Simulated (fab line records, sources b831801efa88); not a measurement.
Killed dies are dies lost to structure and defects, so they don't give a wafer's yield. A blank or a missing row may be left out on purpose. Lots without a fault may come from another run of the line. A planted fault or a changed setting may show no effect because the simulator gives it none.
fab line records | flow sky130
record lots=5 wafers=15 last_day=48
route steps=708 shown POLY_CUT@312 SD_P@320 RES_XHIGH@332
lots that met no fault: from a run of the same line without faults
start_h: hours from the record's first day to the start of the lot's first wafer shown | wait_h: hours since the lot's step before | " the same as in the row above | L1.1+2: a row that stands for several wafers | - no value, or no start given | * or withheld: withheld | < > ~ a bound
route shown NAME@n: a module of which the file shows steps, and the number in the route of the first | usual: mean/standard deviation of fault-free wafers | same: alike in all rows | chamber/n: place in a boat | sites: the reading at each site | _std_site: their standard deviation | _edge_site: outer sites' mean less inner sites' | radius_mm: how far each site lies from the wafer's centre | mask NAME#n: copy n | behind: the tool/chamber that last shaped the wafer | hold: why the lot was held/for how many hours/how that ended | device: the transistor (n, p or np) that didn't switch | end of line: the same wafers' tests at the end of the route | a step without rows: its recipe alone | killed: dies lost to structure and defects at the first sort, not the wafer's yield | map: a wafer's dies, x killed, . not, _ none there
set.NAME: the setting as run; set.NAME@STEP: as run at that earlier step | model.NAME: the simulator's own value behind a step, which no gauge read
lots at some steps of the route; a table a step, a row a wafer
services: from which hour (start_h, from the record's first day; less than 0 if before it) a tool's chamber was out of use, for how many hours, and why
## steps
# step SKY_POLY_CUT_EXPOSE_05
# recipe mask_id=NPCM na=0.8 source_shape=annular sigma_inner=0.55 sigma_outer=0.85 target_cd_nm=270 dose_mj=32
# usual exposure_dose_mJ_cm2=31.95/0.041 reticle_temp_C=22.99/0.11
# columns lot.wafer tool chamber start_h wait_h mask exposure_dose_mJ_cm2 reticle_temp_C
L074.2 krf_scanner-01 0 - - NPCM#0 31.95 23.07
L074.3 " 0 " " NPCM#0 31.94 23.13
L074.5 " 0 " " NPCM#0 32.00 22.89
L075.1 krf_scanner-01 0 - - NPCM#0 31.92 22.93
L075.4 " 0 " " NPCM#0 31.96 23.03
L075.5 " 0 " " NPCM#0 31.94 22.90
L076.1 krf_scanner-01 0 - - NPCM#0 31.99 23.21
L076.2 " 0 " " NPCM#0 31.95 23.23
L076.4 " 0 " " NPCM#0 31.93 23.28
L084.1 krf_scanner-01 0 - - NPCM#0 31.90 23.01
L084.2 " 0 " " NPCM#0 31.92 23.11
L084.3 " 0 " " NPCM#0 31.96 23.11
L088.4 krf_scanner-02 0 - - NPCM#0 31.98 22.87
L088.5 " 0 " " NPCM#0 32.02 22.98
L088.6 " 0 " " NPCM#0 31.95 22.97
# step SKY_POLY_CUT_PEB_06
# recipe peb_temp_c=withheld peb_time_s=withheld resist=KrF-thick
# usual chill_plate_temp_C=* resist_line_temp_C=*
# columns lot.wafer tool chamber start_h wait_h chill_plate_temp_C resist_line_temp_C
L074.2 litho_track-01 0 - - * *
L074.3 " 0 " " * *
L074.5 " 0 " " * *
L075.1 litho_track-01 0 - - * *
L075.4 " 0 " " * *
L075.5 " 0 " " * *
L076.1 litho_track-02 0 - - * *
L076.2 " 0 " " * *
L076.4 " 0 " " * *
L084.1 litho_track-01 0 - - * *
L084.2 " 0 " " * *
L084.3 " 0 " " * *
L088.4 litho_track-02 0 - - * *
L088.5 " 0 " " * *
L088.6 " 0 " " * *
# step SKY_POLY_CUT_DEVELOP_07
# recipe develop_time_s=60 resist=KrF-thick dev_temp_c=21
# usual chill_plate_temp_C=23.02/0.11 resist_line_temp_C=23.02/0.11
# columns lot.wafer tool chamber start_h wait_h chill_plate_temp_C resist_line_temp_C
L074.2 litho_track-01 0 - - 23.19 23.10
L074.3 " 0 " " 23.11 23.02
L074.5 " 0 " " 23.13 23.12
L075.1 litho_track-01 0 - - 22.94 23.11
L075.4 " 0 " " 22.95 22.94
L075.5 " 0 " " 23.01 23.05
L076.1 litho_track-02 0 - - 22.98 23.03
L076.2 " 0 " " 22.84 23.08
L076.4 " 0 " " 23.00 23.23
L084.1 litho_track-01 0 - - 23.09 22.97
L084.2 " 0 " " 23.08 23.06
L084.3 " 0 " " 23.08 23.04
L088.4 litho_track-02 0 - - 23.12 22.85
L088.5 " 0 " " 22.95 22.94
L088.6 " 0 " " 23.06 23.02
# step SKY_POLY_CUT_CD_MEAS_08
# recipe target_cd_nm=270
# usual cd_nm=270.1/1.6
# columns lot.wafer tool chamber start_h wait_h cd_nm
L074.2 cd_sem-02 - 574.61 - 268.6
L074.3 " - " " 269.1
L074.5 " - " " 269.8
L075.1 cd_sem-01 - 576.44 - 271.8
L075.4 " - " " 270.4
L075.5 " - " " 271.9
L076.1 cd_sem-01 - 587.46 - 269.1
L076.2 " - " " 269.5
L076.4 " - " " 269.8
L084.1 cd_sem-02 - 648.39 - 269.7
L084.2 " - " " 268.2
L084.3 " - " " 269.1
L088.4 cd_sem-01 - 675.47 - 270.6
L088.5 " - " " 271.5
L088.6 " - " " 270.0
# step SKY_POLY_CUT_OVL_MEAS_09
# usual POLY_CUT_OVL=0/5.3
# columns lot.wafer tool chamber start_h wait_h POLY_CUT_OVL[nm]
L074.2 overlay-02 - 574.71 0.1 2
L074.3 " - " " -2
L074.5 " - " " 2
L075.1 overlay-01 - 576.56 0.1 -4
L075.4 " - " " -3
L075.5 " - " " -2
L076.1 overlay-02 - 587.58 0.1 0
L076.2 " - " " 2
L076.4 " - " " -3
L084.1 overlay-01 - 648.51 0.1 6
L084.2 " - " " -3
L084.3 " - " " 2
L088.4 overlay-02 - 675.55 0.1 -5
L088.5 " - " " -16
L088.6 " - " " -2
# step SKY_POLY_CUT_ETCH_10
# recipe chemistry=N2/H2 target=BARC ion_energy_ev=200 source_w=500 bias_w=100 pressure_mtorr=30 n2_flow_sccm=100 h2_flow_sccm=200 stop_on=SiO2 time_s=45.9 target_depth_a=600
# usual drypump_motor_current_A=5.9/0.41 n2_flow_sccm=100.0/0.34 oes_product_au=0.855/0.0046 throttle_valve_pct=13.225/0.0084
# columns lot.wafer tool chamber start_h wait_h drypump_motor_current_A n2_flow_sccm oes_product_au rf_hours_counter_h throttle_valve_pct
L074.2 rie_diel-04 2 574.74 0.0 5.6 99.7 0.853 5 13.228
L074.3 " 3 " " 5.3 99.8 0.851 2 13.218
L074.5 " 3 " " 5.4 100.1 0.852 - 13.224
L075.1 rie_diel-02 1 576.59 0.0 5.4 99.6 0.860 73 13.223
L075.4 " 1 " " 5.4 99.9 0.849 - 13.244
L075.5 " 2 " " 5.8 99.7 0.856 - 13.225
L076.1 rie_diel-02 1 587.62 0.0 5.4 99.0 0.848 73 13.210
L076.2 " 0 " " 6.2 100.4 0.861 14 13.233
L076.4 " 3 " " 6.1 99.8 0.861 5 13.222
L084.1 rie_diel-04 1 648.54 0.0 5.5 99.7 0.852 34 13.213
L084.2 " 2 " " 5.6 99.7 0.857 7 13.225
L084.3 " 0 " " 5.5 100.0 0.856 28 13.222
L088.4 rie_diel-04 0 675.59 0.0 5.6 99.6 0.854 - 13.238
L088.5 " 2 " " 5.6 100.3 0.851 - 13.233
L088.6 " 1 " " 5.5 100.0 0.857 - 13.229
# step SKY_POLY_CUT_ETCH_11
# recipe target=Si3N4 chemistry=CF4/CH2F2/Ar stop_on=poly-Si source_w=600 bias_w=150 pressure_mtorr=40 cf4_flow_sccm=40 ch2f2_flow_sccm=20 Ar_flow_sccm=150 time_s=42.5 target_depth_a=600
# usual drypump_motor_current_A=5.9/0.41 oes_product_au=0.831/0.0071 throttle_valve_pct=14.994/0.0096
# columns lot.wafer tool chamber start_h wait_h drypump_motor_current_A oes_product_au rf_hours_counter_h throttle_valve_pct
L074.2 rie_diel-04 2 574.78 0.0 5.7 0.844 5 15.001
L074.3 " 3 " " 5.4 0.842 2 14.992
L074.5 " 3 " " 5.4 0.841 - 15.002
L075.1 rie_diel-02 1 576.63 0.0 5.4 0.835 73 14.997
L075.4 " 1 " " 5.4 0.847 - 14.986
L075.5 " 2 " " 5.8 0.830 - 15.007
L076.1 rie_diel-02 1 587.66 0.0 5.4 0.823 73 15.000
L076.2 " 0 " " 6.2 0.831 14 14.997
L076.4 " 3 " " 6.1 0.824 5 15.011
L084.1 rie_diel-04 1 648.58 0.0 5.6 0.837 34 14.994
L084.2 " 2 " " 5.6 0.827 7 14.997
L084.3 " 0 " " 5.5 0.830 28 14.980
L088.4 rie_diel-04 0 675.63 0.0 5.6 0.824 - 15.011
L088.5 " 2 " " 5.6 0.818 - 14.994
L088.6 " 1 " " 5.5 0.822 - 15.007
# step SKY_POLY_CUT_STRIP_12
# recipe chemistry=O2/N2 power_w=1400 pressure_mtorr=1500 platen_temp_c=withheld o2_flow_sccm=3000 n2_flow_sccm=300 overash_fraction=0.5
# usual drypump_motor_current_A=5.68/0.24 n2_flow_sccm=299.9/0.92 oes_product_au=0.453/0.0045 strip_time_to_endpoint_s=5.369/0.016
# columns lot.wafer tool chamber start_h wait_h drypump_motor_current_A n2_flow_sccm oes_product_au rf_hours_counter_h strip_time_to_endpoint_s
L074.2 plasma_asher-04 1 574.82 0.0 5.92 299.4 0.442 90 5.355
L074.3 " 0 " " 5.43 298.1 0.454 - 5.386
L074.5 " 1 " " 5.91 298.4 0.443 - 5.339
L075.1 plasma_asher-04 0 576.67 0.0 5.44 300.9 0.449 90 5.357
L075.4 " 0 " " 5.46 300.2 0.454 - 5.364
L075.5 " 1 " " 5.92 301.3 0.448 - 5.348
L076.1 plasma_asher-02 1 587.70 0.0 6.00 299.9 0.451 14 5.403
L076.2 " 0 " " 5.40 300.1 0.454 14 5.364
L076.4 " 0 " " 5.42 300.2 0.457 - 5.391
L084.1 plasma_asher-02 1 648.62 0.0 6.03 299.3 0.459 20 5.384
L084.2 " 0 " " 5.43 299.4 0.456 20 5.389
L084.3 " 0 " " 5.42 300.4 0.455 - 5.389
L088.4 plasma_asher-04 0 675.68 0.0 5.43 300.3 0.443 - 5.369
L088.5 " 0 " " 5.43 299.2 0.455 - 5.385
L088.6 " 1 " " 5.91 299.6 0.455 - 5.389
# step SKY_SD_P_DEHYDRATE_00
# recipe temp_c=200 time_s=60
# usual chill_plate_temp_C=23.02/0.093 resist_line_temp_C=23.02/0.12
# columns lot.wafer tool chamber start_h wait_h chill_plate_temp_C resist_line_temp_C
L074.2 litho_track-03 0 588.74 13.9 23.06 23.06
L074.3 " 0 " " 22.94 23.02
L074.5 " 0 " " 22.97 23.09
L075.1 litho_track-04 0 590.88 14.2 23.15 22.95
L075.4 " 0 " " 23.08 23.05
L075.5 " 0 " " 23.06 22.89
L076.1 litho_track-01 0 602.19 14.5 22.96 22.98
L076.2 " 0 " " 23.17 22.86
L076.4 " 0 " " 22.89 22.95
L084.1 litho_track-04 0 662.48 13.8 23.12 22.86
L084.2 " 0 " " 23.14 22.95
L084.3 " 0 " " 23.19 22.78
L088.4 litho_track-04 0 688.66 12.9 22.90 23.08
L088.5 " 0 " " 22.85 23.09
L088.6 " 0 " " 23.02 22.90
# step SKY_SD_P_HMDS_01
# recipe prime_time_s=60 prime_temp_c=120
# usual chill_plate_temp_C=23.01/0.1 resist_line_temp_C=23.01/0.1
# columns lot.wafer tool chamber start_h wait_h chill_plate_temp_C resist_line_temp_C
L074.2 litho_track-03 0 588.89 0.1 22.98 22.94
L074.3 " 0 " " 23.14 22.90
L074.5 " 0 " " 22.98 23.00
L075.1 litho_track-04 0 591.03 0.1 22.98 22.92
L075.4 " 0 " " 22.98 22.88
L075.5 " 0 " " 22.97 22.81
L076.1 litho_track-01 0 602.34 0.1 23.00 23.18
L076.2 " 0 " " 23.11 23.13
L076.4 " 0 " " 23.25 23.12
L084.1 litho_track-04 0 662.63 0.1 23.19 23.08
L084.2 " 0 " " 23.25 23.10
L084.3 " 0 " " 23.12 23.06
L088.4 litho_track-04 0 688.81 0.1 23.10 23.08
L088.5 " 0 " " 23.03 23.01
L088.6 " 0 " " 23.27 22.98
# step SKY_SD_P_COAT_02
# recipe resist=NOVOLAK spin_rpm=3000 resist_thk_nm=1140
# usual chill_plate_temp_C=23.01/0.09 resist_line_temp_C=23.01/0.1
# columns lot.wafer tool chamber start_h wait_h chill_plate_temp_C resist_line_temp_C
L074.2 litho_track-03 0 589.04 0.1 22.85 22.96
L074.3 " 0 " " 23.13 22.98
L074.5 " 0 " " 22.95 23.11
L075.1 litho_track-04 0 591.18 0.1 23.20 23.12
L075.4 " 0 " " 22.91 22.95
L075.5 " 0 " " 23.11 23.10
L076.1 litho_track-01 0 602.49 0.1 23.02 23.04
L076.2 " 0 " " 23.01 23.03
L076.4 " 0 " " 23.02 22.83
L084.1 litho_track-04 0 662.78 0.1 23.03 23.06
L084.2 " 0 " " 22.97 23.07
L084.3 " 0 " " 23.01 23.02
L088.4 litho_track-04 0 688.96 0.1 22.85 22.97
L088.5 " 0 " " 22.93 23.01
L088.6 " 0 " " 22.91 23.06
# step SKY_SD_P_SOFTBAKE_03
# recipe temp_c=90 time_s=60 resist=NOVOLAK
# usual chill_plate_temp_C=22.98/0.093 resist_line_temp_C=23.03/0.088
# columns lot.wafer tool chamber start_h wait_h chill_plate_temp_C resist_line_temp_C
L074.2 litho_track-03 0 589.19 0.1 23.09 23.02
L074.3 " 0 " " 22.99 22.97
L074.5 " 0 " " 22.93 22.92
L075.1 litho_track-04 0 591.33 0.1 22.99 22.95
L075.4 " 0 " " 23.14 23.13
L075.5 " 0 " " 23.07 22.97
L076.1 litho_track-01 0 602.64 0.1 23.01 23.10
L076.2 " 0 " " 22.97 22.95
L076.4 " 0 " " 22.96 22.97
L084.1 litho_track-04 0 662.93 0.1 22.92 23.15
L084.2 " 0 " " 23.03 22.96
L084.3 " 0 " " 23.17 22.99
L088.4 litho_track-04 0 689.11 0.1 23.07 22.93
L088.5 " 0 " " 23.07 23.01
L088.6 " 0 " " 23.15 23.08
# step SKY_SD_P_EXPOSE_04
# recipe mask_id=PSDM na=0.6 source_shape=conventional sigma_outer=0.6 polarization=unpolarized target_cd_nm=380 dose_mj=138
# usual exposure_dose_mJ_cm2=137.86/0.12 reticle_temp_C=23.01/0.089
# columns lot.wafer tool chamber start_h wait_h mask exposure_dose_mJ_cm2 reticle_temp_C
L074.2 iline_stepper-02 0 - - PSDM#0 138.11 23.19
L074.3 " 0 " " PSDM#0 138.07 22.97
L074.5 " 0 " " PSDM#0 137.87 23.00
L075.1 iline_stepper-01 0 - - PSDM#0 138.01 23.09
L075.4 " 0 " " PSDM#0 137.92 22.91
L075.5 " 0 " " PSDM#0 138.01 23.01
L076.1 iline_stepper-02 0 - - PSDM#0 138.06 23.00
L076.2 " 0 " " PSDM#0 138.02 22.79
L076.4 " 0 " " PSDM#0 137.96 22.91
L084.1 iline_stepper-01 0 - - PSDM#0 137.75 22.93
L084.2 " 0 " " PSDM#0 137.92 22.96
L084.3 " 0 " " PSDM#0 137.96 22.97
L088.4 iline_stepper-02 0 - - PSDM#0 138.01 22.81
L088.5 " 0 " " PSDM#0 137.88 23.14
L088.6 " 0 " " PSDM#0 138.10 23.07
# step SKY_SD_P_PEB_05
# recipe temp_c=withheld time_s=* resist=NOVOLAK
# usual chill_plate_temp_C=* resist_line_temp_C=*
# columns lot.wafer tool chamber start_h wait_h chill_plate_temp_C resist_line_temp_C
L074.2 litho_track-04 0 - - * *
L074.3 " 0 " " * *
L074.5 " 0 " " * *
L075.1 litho_track-01 0 - - * *
L075.4 " 0 " " * *
L075.5 " 0 " " * *
L076.1 litho_track-04 0 - - * *
L076.2 " 0 " " * *
L076.4 " 0 " " * *
L084.1 litho_track-01 0 - - * *
L084.2 " 0 " " * *
L084.3 " 0 " " * *
L088.4 litho_track-03 0 - - * *
L088.5 " 0 " " * *
L088.6 " 0 " " * *
# step SKY_SD_P_DEVELOP_06
# recipe resist=NOVOLAK developer=TMAH develop_time_s=60 dev_temp_c=23
# usual chill_plate_temp_C=23.00/0.11 resist_line_temp_C=22.99/0.1
# columns lot.wafer tool chamber start_h wait_h chill_plate_temp_C resist_line_temp_C
L074.2 litho_track-04 0 604.21 0.1 23.05 23.07
L074.3 " 0 " " 23.12 23.14
L074.5 " 0 " " 22.97 23.12
L075.1 litho_track-01 0 606.59 0.1 22.82 23.05
L075.4 " 0 " " 23.00 22.92
L075.5 " 0 " " 23.02 22.95
L076.1 litho_track-04 0 617.08 0.1 23.14 22.94
L076.2 " 0 " " 22.83 22.83
L076.4 " 0 " " 22.96 23.17
L084.1 litho_track-01 0 676.74 0.1 22.89 22.79
L084.2 " 0 " " 22.98 22.90
L084.3 " 0 " " 22.89 22.99
L088.4 litho_track-03 0 702.64 0.1 22.99 23.14
L088.5 " 0 " " 22.97 23.08
L088.6 " 0 " " 22.94 23.12
# step SKY_SD_P_CD_MEAS_07
# recipe target_cd_nm=380
# usual cd_nm=379.2/2.4
# columns lot.wafer tool chamber start_h wait_h cd_nm
L074.2 cd_sem-01 - 604.35 0.1 378.0
L074.3 " - " " 376.1
L074.5 " - " " 376.8
L075.1 cd_sem-02 - 606.74 0.1 379.5
L075.4 " - " " 383.5
L075.5 " - " " 380.9
L076.1 cd_sem-02 - 617.23 0.1 379.0
L076.2 " - " " 379.5
L076.4 " - " " 381.0
L084.1 cd_sem-02 - 676.89 0.1 381.3
L084.2 " - " " 383.4
L084.3 " - " " 383.4
L088.4 cd_sem-01 - 702.78 0.1 380.8
L088.5 " - " " 380.3
L088.6 " - " " 379.4
# step SKY_SD_P_OVL_MEAS_08
# usual SD_P_OVL=-0.4/1.5
# columns lot.wafer tool chamber start_h wait_h SD_P_OVL[nm]
L074.2 overlay-02 - 604.46 0.1 -2.8
L074.3 " - " " -2.8
L074.5 " - " " -0.7
L075.1 overlay-01 - 606.86 0.1 -1.4
L075.4 " - " " 1.1
L075.5 " - " " -0.7
L076.1 overlay-01 - 617.35 0.1 2.0
L076.2 " - " " 0.9
L076.4 " - " " 2.0
L084.1 overlay-01 - 677.01 0.1 -2.0
L084.2 " - " " -0.6
L084.3 " - " " 0.8
L088.4 overlay-02 - 702.86 0.1 0.2
L088.5 " - " " -1.7
L088.6 " - " " -0.2
# step SKY_SD_P_IMPLANT_09
# recipe species=BF2 energy_kev=20 dose_cm2=3e+15 tilt_deg=0
# usual beam_energy_keV=19.999/0.0059 beam_on_s=13.9/1.6
# columns lot.wafer tool chamber start_h wait_h beam_energy_keV beam_on_s
L074.2 implanter-03 0 604.51 0.0 19.995 16.1
L074.3 " 0 " " 19.992 15.7
L074.5 " 0 " " 19.988 16.6
L075.1 implanter-04 0 606.89 0.0 19.999 12.4
L075.4 " 0 " " 19.993 12.0
L075.5 " 0 " " 19.993 11.9
L076.1 implanter-02 0 617.39 0.0 19.994 13.4
L076.2 " 0 " " 19.993 13.6
L076.4 " 0 " " 20.010 13.3
L084.1 implanter-03 0 677.04 0.0 19.998 15.8
L084.2 " 0 " " 20.003 15.9
L084.3 " 0 " " 19.999 16.6
L088.4 implanter-04 0 702.95 0.1 20.004 12.3
L088.5 " 0 " " 19.996 11.8
L088.6 " 0 " " 19.993 12.3
# step SKY_SD_P_STRIP_10
# recipe chemistry=O2/N2 power_w=1400 pressure_mtorr=1500 platen_temp_c=withheld o2_flow_sccm=3000 n2_flow_sccm=300 overash_fraction=0.5
# usual drypump_motor_current_A=5.6/0.32 n2_flow_sccm=299.9/0.94 oes_product_au=0.617/0.0044 strip_time_to_endpoint_s=17.51/0.031
# columns lot.wafer tool chamber start_h wait_h drypump_motor_current_A n2_flow_sccm oes_product_au rf_hours_counter_h strip_time_to_endpoint_s
L074.2 plasma_asher-03 0 604.64 0.1 5.1 300.2 0.613 84 17.51
L074.3 " 1 " " 5.9 299.8 0.615 - 17.50
L074.5 " 0 " " 5.1 298.6 0.615 - 17.53
L075.1 plasma_asher-01 0 607.04 0.1 5.5 299.1 0.620 43 17.58
L075.4 " 1 " " 5.7 301.1 0.624 - 17.54
L075.5 " 0 " " 5.5 299.3 0.614 - 17.54
L076.1 plasma_asher-03 0 617.54 0.1 5.1 300.8 0.624 86 17.53
L076.2 " 1 " " 5.9 299.0 0.618 86 17.49
L076.4 " 0 " " 5.1 301.6 0.617 - 17.51
L084.1 plasma_asher-03 1 677.19 0.1 5.9 299.0 0.619 92 17.52
L084.2 " 0 " " 5.1 298.5 0.617 92 17.50
L084.3 " 0 " " 5.2 298.9 0.620 - 17.51
L088.4 plasma_asher-03 0 703.06 0.1 5.1 300.9 0.616 - 17.59
L088.5 " 1 " " 5.9 299.9 0.610 - 17.54
L088.6 " 0 " " 5.1 301.6 0.615 - 17.53
# step SKY_SD_P_TW_MEAS_11
# usual SD_P_TW=2808/26
# columns lot.wafer tool chamber start_h wait_h SD_P_TW
L074.2 film_metro-03 - 604.75 0.1 2767
L074.3 " - " " 2767
L074.5 " - " " 2773
L075.1 film_metro-02 - 607.14 0.1 2837
L075.4 " - " " 2824
L075.5 " - " " 2821
L076.1 film_metro-04 - 617.64 0.1 2834
L076.2 " - " " 2827
L076.4 " - " " 2825
L084.1 film_metro-02 - 677.29 0.1 2843
L084.2 " - " " 2828
L084.3 " - " " 2835
L088.4 film_metro-02 - 703.15 0.1 2816
L088.5 " - " " 2823
L088.6 " - " " 2833
# step SKY_RES_XHIGH_DEHYDRATE_00
# recipe temp_c=200 time_s=60
# usual chill_plate_temp_C=23.01/0.12 resist_line_temp_C=23.02/0.1
# columns lot.wafer tool chamber start_h wait_h chill_plate_temp_C resist_line_temp_C
L074.2 litho_track-03 0 618.79 14.0 23.15 23.00
L074.3 " 0 " " 23.25 23.00
L074.5 " 0 " " 23.15 23.09
L075.1 litho_track-01 0 621.54 14.4 22.93 23.01
L075.4 " 0 " " 23.04 23.00
L075.5 " 0 " " 23.04 23.15
L076.1 litho_track-02 0 631.81 14.2 23.12 23.01
L076.2 " 0 " " 22.93 23.05
L076.4 " 0 " " 23.01 23.05
L084.1 litho_track-02 0 690.51 13.2 23.01 23.04
L084.2 " 0 " " 22.99 23.07
L084.3 " 0 " " 23.00 22.95
L088.4 litho_track-02 0 716.24 13.1 22.85 22.99
L088.5 " 0 " " 22.85 23.19
L088.6 " 0 " " 23.08 23.11
# step SKY_RES_XHIGH_HMDS_01
# recipe prime_time_s=60 prime_temp_c=120
# usual chill_plate_temp_C=23.01/0.11 resist_line_temp_C=22.98/0.12
# columns lot.wafer tool chamber start_h wait_h chill_plate_temp_C resist_line_temp_C
L074.2 litho_track-03 0 618.94 0.1 23.05 22.97
L074.3 " 0 " " 22.88 22.94
L074.5 " 0 " " 22.84 22.88
L075.1 litho_track-01 0 621.69 0.1 22.80 23.00
L075.4 " 0 " " 22.94 22.93
L075.5 " 0 " " 22.99 22.89
L076.1 litho_track-02 0 631.96 0.1 23.23 22.86
L076.2 " 0 " " 23.08 22.72
L076.4 " 0 " " 23.07 22.76
L084.1 litho_track-02 0 690.66 0.1 22.96 22.99
L084.2 " 0 " " 22.77 23.04
L084.3 " 0 " " 23.06 23.04
L088.4 litho_track-02 0 716.39 0.1 22.97 23.25
L088.5 " 0 " " 22.92 23.01
L088.6 " 0 " " 23.11 23.03
# step SKY_RES_XHIGH_COAT_02
# recipe resist=NOVOLAK spin_rpm=3000 resist_thk_nm=1140
# usual chill_plate_temp_C=22.99/0.1 resist_line_temp_C=23.01/0.095
# columns lot.wafer tool chamber start_h wait_h chill_plate_temp_C resist_line_temp_C
L074.2 litho_track-03 0 619.09 0.1 23.04 22.91
L074.3 " 0 " " 22.93 23.07
L074.5 " 0 " " 23.16 23.06
L075.1 litho_track-01 0 621.84 0.1 23.02 22.94
L075.4 " 0 " " 23.09 22.91
L075.5 " 0 " " 22.91 23.04
L076.1 litho_track-02 0 632.11 0.1 22.82 22.93
L076.2 " 0 " " 23.00 23.04
L076.4 " 0 " " 22.93 22.92
L084.1 litho_track-02 0 690.81 0.1 22.99 22.89
L084.2 " 0 " " 23.06 22.89
L084.3 " 0 " " 22.99 22.84
L088.4 litho_track-02 0 716.54 0.1 22.79 22.91
L088.5 " 0 " " 22.82 23.05
L088.6 " 0 " " 22.71 23.02
# step SKY_RES_XHIGH_SOFTBAKE_03
# recipe temp_c=90 time_s=60 resist=NOVOLAK
# usual chill_plate_temp_C=23.00/0.11 resist_line_temp_C=23.00/0.1
# columns lot.wafer tool chamber start_h wait_h chill_plate_temp_C resist_line_temp_C
L074.2 litho_track-03 0 619.24 0.1 23.03 22.94
L074.3 " 0 " " 23.07 22.76
L074.5 " 0 " " 23.21 22.92
L075.1 litho_track-01 0 621.99 0.1 23.02 23.03
L075.4 " 0 " " 23.03 23.02
L075.5 " 0 " " 23.08 22.92
L076.1 litho_track-02 0 632.26 0.1 22.95 22.97
L076.2 " 0 " " 23.10 23.06
L076.4 " 0 " " 22.89 22.95
L084.1 litho_track-02 0 690.96 0.1 22.90 22.89
L084.2 " 0 " " 22.92 23.07
L084.3 " 0 " " 22.78 22.94
L088.4 litho_track-02 0 716.69 0.1 23.15 22.96
L088.5 " 0 " " 23.09 22.88
L088.6 " 0 " " 22.97 22.89
# step SKY_RES_XHIGH_EXPOSE_04
# recipe mask_id=URPM na=0.6 source_shape=conventional sigma_outer=0.6 polarization=unpolarized target_cd_nm=1270 dose_mj=140
# usual exposure_dose_mJ_cm2=140.01/0.13 reticle_temp_C=22.99/0.11
# columns lot.wafer tool chamber start_h wait_h mask exposure_dose_mJ_cm2 reticle_temp_C
L074.2 iline_stepper-01 0 - - URPM#0 140.00 22.93
L074.3 " 0 " " URPM#0 140.08 23.08
L074.5 " 0 " " URPM#0 139.98 23.00
L075.1 iline_stepper-01 0 - - URPM#0 139.95 23.01
L075.4 " 0 " " URPM#0 140.16 22.90
L075.5 " 0 " " URPM#0 140.32 22.94
L076.1 iline_stepper-01 0 - - URPM#0 140.06 22.96
L076.2 " 0 " " URPM#0 140.06 22.93
L076.4 " 0 " " URPM#0 140.01 22.99
L084.1 iline_stepper-01 0 - - URPM#0 140.07 23.02
L084.2 " 0 " " URPM#0 139.90 23.12
L084.3 " 0 " " URPM#0 139.97 23.00
L088.4 iline_stepper-02 0 - - URPM#0 140.02 22.87
L088.5 " 0 " " URPM#0 139.87 22.94
L088.6 " 0 " " URPM#0 140.16 22.98
# step SKY_RES_XHIGH_PEB_05
# recipe temp_c=withheld time_s=* resist=NOVOLAK
# usual chill_plate_temp_C=* resist_line_temp_C=*
# columns lot.wafer tool chamber start_h wait_h chill_plate_temp_C resist_line_temp_C
L074.2 litho_track-01 0 - - * *
L074.3 " 0 " " * *
L074.5 " 0 " " * *
L075.1 litho_track-03 0 - - * *
L075.4 " 0 " " * *
L075.5 " 0 " " * *
L076.1 litho_track-02 0 - - * *
L076.2 " 0 " " * *
L076.4 " 0 " " * *
L084.1 litho_track-02 0 - - * *
L084.2 " 0 " " * *
L084.3 " 0 " " * *
L088.4 litho_track-03 0 - - * *
L088.5 " 0 " " * *
L088.6 " 0 " " * *
# step SKY_RES_XHIGH_DEVELOP_06
# recipe resist=NOVOLAK developer=TMAH develop_time_s=60 dev_temp_c=23
# usual chill_plate_temp_C=22.99/0.1 resist_line_temp_C=22.97/0.096
# columns lot.wafer tool chamber start_h wait_h chill_plate_temp_C resist_line_temp_C
L074.2 litho_track-01 0 633.86 0.1 23.01 23.02
L074.3 " 0 " " 23.06 22.92
L074.5 " 0 " " 23.19 23.04
L075.1 litho_track-03 0 636.62 0.1 22.89 22.88
L075.4 " 0 " " 23.09 23.03
L075.5 " 0 " " 23.02 22.90
L076.1 litho_track-02 0 646.96 0.1 22.88 23.16
L076.2 " 0 " " 22.82 22.99
L076.4 " 0 " " 22.95 22.87
L084.1 litho_track-02 0 705.31 0.1 23.17 22.96
L084.2 " 0 " " 23.22 22.89
L084.3 " 0 " " 23.16 22.89
L088.4 litho_track-03 0 730.09 0.1 23.17 22.98
L088.5 " 0 " " 23.14 22.86
L088.6 " 0 " " 23.08 22.96
# step SKY_RES_XHIGH_IMPLANT_07
# recipe species=BF2 energy_kev=20 dose_cm2=3.6e+14 tilt_deg=0
# usual beam_energy_keV=20.000/0.0066 beam_on_s=41/3.4
# columns lot.wafer tool chamber start_h wait_h beam_energy_keV beam_on_s
L074.2 implanter-01 0 634.01 0.1 20.002 39
L074.3 " 0 " " 20.000 40
L074.5 " 0 " " 20.008 40
L075.1 implanter-02 0 636.77 0.1 19.994 40
L075.4 " 0 " " 20.003 38
L075.5 " 0 " " 19.994 38
L076.1 implanter-02 0 647.11 0.1 19.993 37
L076.2 " 0 " " 19.997 38
L076.4 " 0 " " 19.998 39
L084.1 implanter-03 0 705.46 0.1 20.000 46
L084.2 " 0 " " 20.002 46
L084.3 " 0 " " 20.001 45
L088.4 implanter-02 0 730.24 0.1 19.997 38
L088.5 " 0 " " 20.011 40
L088.6 " 0 " " 20.005 40
## services
# columns tool chamber start_h hours kind
rie_diel-04 - 540.49 2.8 pm
rie_diel-04 1 545.71 8.4 repair
rie_diel-02 3 556.27 4.5 repair
krf_scanner-01 - 566.03 0.2 repair
rie_diel-02 1 567.77 8.3 repair
rie_diel-02 3 574.59 2.7 repair
rie_diel-04 - 588.88 1.4 repair
rie_diel-02 2 607.16 3.0 repair
iline_stepper-01 - 607.66 2.1 pm
plasma_asher-03 - 612.80 1.3 repair
krf_scanner-01 - 625.55 1.0 pm
rie_diel-02 0 625.83 4.8 repair
rie_diel-02 - 626.47 28.1 pm
krf_scanner-01 - 628.94 0.8 repair
iline_stepper-01 - 660.59 1.7 pm
krf_scanner-01 - 660.86 1.3 pm
krf_scanner-01 - 668.67 2.3 repair
rie_diel-04 3 672.79 6.5 repair
rie_diel-02 1 676.37 4.7 repair
iline_stepper-02 - 677.12 4.4 pm
rie_diel-04 0 684.35 5.6 repair
iline_stepper-02 - 693.11 1.7 pm
rie_diel-04 1 720.27 23.7 repair
iline_stepper-01 - 730.19 4.3 repair
## key
fault none
